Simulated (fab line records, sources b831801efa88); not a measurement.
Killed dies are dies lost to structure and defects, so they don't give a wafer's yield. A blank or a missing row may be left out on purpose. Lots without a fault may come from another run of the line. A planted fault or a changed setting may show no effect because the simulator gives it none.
A struck lot beside a sound one | flow sky130 | 15 steps out of a route of 708
Sound: wafers L584.1, L584.4, L584.5. Struck: wafers L597.3, L597.4, L597.5. The cause comes at the end.
At each step with rows: each side's tool, then ch and its chambers, then its first start. Under that, the readings that differ: sound wafers | struck wafers | difference of the means | sigmas: that difference in standard deviations of wafers without a fault.
alike: readings whose means differ by less than 2 such deviations, and words and numbers that are the same on both sides. not compared: withheld readings, readings that some wafer has no value for, bounds like >300 that may hide the same value, and numbers for which the record gives no deviation and whose values overlap.
The two part at a step that has a row with sigmas, a row that says differs or no value, or rows on one side only. Numbers that don't overlap but have no deviation are shown without sigmas and don't part them. A reading that every wafer of one side lacks parts them only if that side has two wafers or more.

SKY_VIA3_CMP_02: polishes SiO2.
  sound on cmp-01 ch 2,3, day 40 08:55; struck on cmp-01 ch 0,3, day 43 23:41
  alike: head_pressure_psi, motor_current_A, slurry_flow_ml_min
SKY_VIA3_BOW_MEAS_03:
  sound on film_metro-04, day 40 09:13; struck on film_metro-04, day 44 00:01
  alike: VIA3_BOW
then, 8 steps without rows for these wafers: SKY_VIA3_DEHYDRATE_04 (time 60 s); SKY_VIA3_HMDS_05 (prime time 60 s); SKY_VIA3_COAT_06 (resist thk 60 nm); SKY_VIA3_COAT_07 (resist thk 450 nm); SKY_VIA3_SOFTBAKE_08 (time 90 s); SKY_VIA3_EXPOSE_09 (exposes mask VIM3, target cd 200 nm); SKY_VIA3_PEB_10; SKY_VIA3_DEVELOP_11 (develop time 60 s).
SKY_VIA3_CD_MEAS_12: target cd 200 nm.
  sound on cd_sem-02, day 41 09:14; struck on cd_sem-02, day 44 21:13
  alike: cd_nm
SKY_VIA3_OVL_MEAS_13:
  sound on overlay-02, day 41 09:22; struck on overlay-01, day 44 21:19
  alike: VIA3_OVL
SKY_VIA3_ETCH_14: etches BARC in N2/H2, stops on SiO2, time 45.9 s, target depth 60 nm.
  sound on rie_diel-03 ch 0,2, day 41 09:24; struck on rie_diel-03 ch 0,3, day 44 21:20
  reading    | sound                | struck               | difference | sigmas
  bias_w (W) | 100.40 100.36 100.24 | 114.86 114.61 114.33 | +14.27     | +51
  alike: drypump_motor_current_A, h2_flow_sccm, oes_product_au, throttle_valve_pct
  not compared: rf_hours_counter_h
SKY_VIA3_ETCH_15: etches SiO2 in C4F8/O2/Ar, stops on TiN, target depth 507 nm, time 78 s.
  sound on rie_diel-03 ch 0,2, day 41 09:26; struck on rie_diel-03 ch 0,3, day 44 21:22
  alike: bias_w, oes_product_au
  not compared: rf_hours_counter_h
-- the record jumps here: 5 days lie between the struck wafers' starts before and after (it left off in module VIA3 and takes up again in module PAD_OPEN, whose first step shown is number 708 of the route) --
SKY_PAD_OPEN_PROBE_99:
  sound on prober-02, day 47 09:29; struck on prober-02, day 50 03:56
  alike: defect_limited_yield, killed_at_M0_to_M3, killed_at_M4_up, killed_at_contacts, killed_at_front_end, killed_at_other, killed_dies, killed_on_rim, killed_open, killed_short, sort_bin_3_pad_short, sort_bin_5_function, sort_bin_6_memory, sort_n_pass, sort_yield_pct

WHERE THEY PART
Only at SKY_VIA3_ETCH_14, within this record. Later steps at which nothing parts them and some readings are alike: SKY_VIA3_ETCH_15, SKY_PAD_OPEN_PROBE_99.

WHY: what the simulator had put in
Process parameter drift: rie_diel-03, from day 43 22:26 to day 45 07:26, at SKY_VIA3_ETCH_14. Setting bias_w, moved by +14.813, from 100. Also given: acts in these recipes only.
